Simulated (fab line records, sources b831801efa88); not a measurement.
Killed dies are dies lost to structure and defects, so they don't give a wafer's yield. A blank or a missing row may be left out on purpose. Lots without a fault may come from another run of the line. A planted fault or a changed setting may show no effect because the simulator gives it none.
One fault seen from 2 desks | flow sky130 | each desk has only its own numbers; what lay behind them comes last

THE METROLOGY DESK
What the gauges read, lot by lot, whatever tool the lot ran on: means of the sampled wafers that have a number. A lot is out of limits, marked OUT, if its mean lies more than 4 standard deviations from the usual mean; the brackets give that distance.
Columns: A = FIELD_ISO_OXIDATION_01_THK at SKY_FIELD_ISO_THK_MEAS_23, usual 10.04 nm; B = NWELL_01_OVL at SKY_NWELL_OVL_MEAS_23, usual 0.6 nm
lot  | first seen here | A     | B
L297 | day 2 13:10     | 9.59  | -2.1
L298 | day 2 20:07     | 9.82  | 1.5
L300 | day 3 04:26     | 10.23 | 2.0
L301 | day 3 11:46     | 10.07 | 2.9
L302 | day 3 15:15     | 9.77  | 2.3
L303 | day 3 19:49     | 10.39 | 0.9
L305 | day 4 05:07     | 10.04 | 0.1
L310 | day 5 07:31     | 9.98  | 2.1
L314 | day 6 06:46     | 9.93  | 1.9
L315 | day 6 12:51     | 10.05 | 1.2
L317 | day 6 19:16     | 9.93  | 0.6
L318 | day 7 02:07     | 10.01 | -0.1
L319 | day 7 08:49     | 10.21 | -1.4
This desk's finding: nothing out of limits on any of the 13 lots.

THE TOOL OWNER'S DESK: cmp-02
The tool's own readings at SKY_FIELD_ISO_CMP_27 (polishes, stops on Si3N4, t overpolish 16 s, target thk 457.8 nm): means of the sampled wafers that have a number, for each lot that ran on this tool. A lot is out of limits, marked OUT, if its mean lies more than 4 standard deviations from the usual mean; the brackets give that distance.
Columns: A = motor_current_A at SKY_FIELD_ISO_CMP_27, usual 11.6 A; B = overpolish_run_s at SKY_FIELD_ISO_CMP_27, usual 16.000 s; C = platen_rpm at SKY_FIELD_ISO_CMP_27, usual 60.00 rpm; D = time_to_endpoint_s at SKY_FIELD_ISO_CMP_27, usual 116 s
lot  | first seen here | A    | B      | C     | D
L298 | day 2 21:56     | 11.9 | 16.005 | 60.03 | 113
L301 | day 3 13:27     | 12.1 | 16.003 | 59.97 | 119
L314 | day 6 11:39     | 11.3 | 16.002 | 59.97 | 156 (+9.0) OUT
L315 | day 6 18:06     | 11.7 | 15.998 | 59.97 | 199 (+19) OUT
This desk's finding: out of limits on L314, L315; first on L314, day 6 11:39 (time_to_endpoint_s at SKY_FIELD_ISO_CMP_27). In limits: L298, L301.

PUT TOGETHER
The tool owner's desk could have raised an alarm at day 6 11:39, on L314, L315.
The metrology desk saw nothing out of limits.
The metrology desk has L314, L315 on record, within its limits.
Of the lots named, all ran SKY_FIELD_ISO_CMP_27 on cmp-02.

WHAT THE SIMULATOR HAD PUT IN
Process parameter drift: cmp-02, from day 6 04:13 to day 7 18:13, at SKY_FIELD_ISO_CMP_27. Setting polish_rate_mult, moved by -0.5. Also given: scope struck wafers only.
Lots struck among those shown: L314, L315.
Hours from the fault's start to each desk's first reading out of limits: the tool owner's desk, 7.
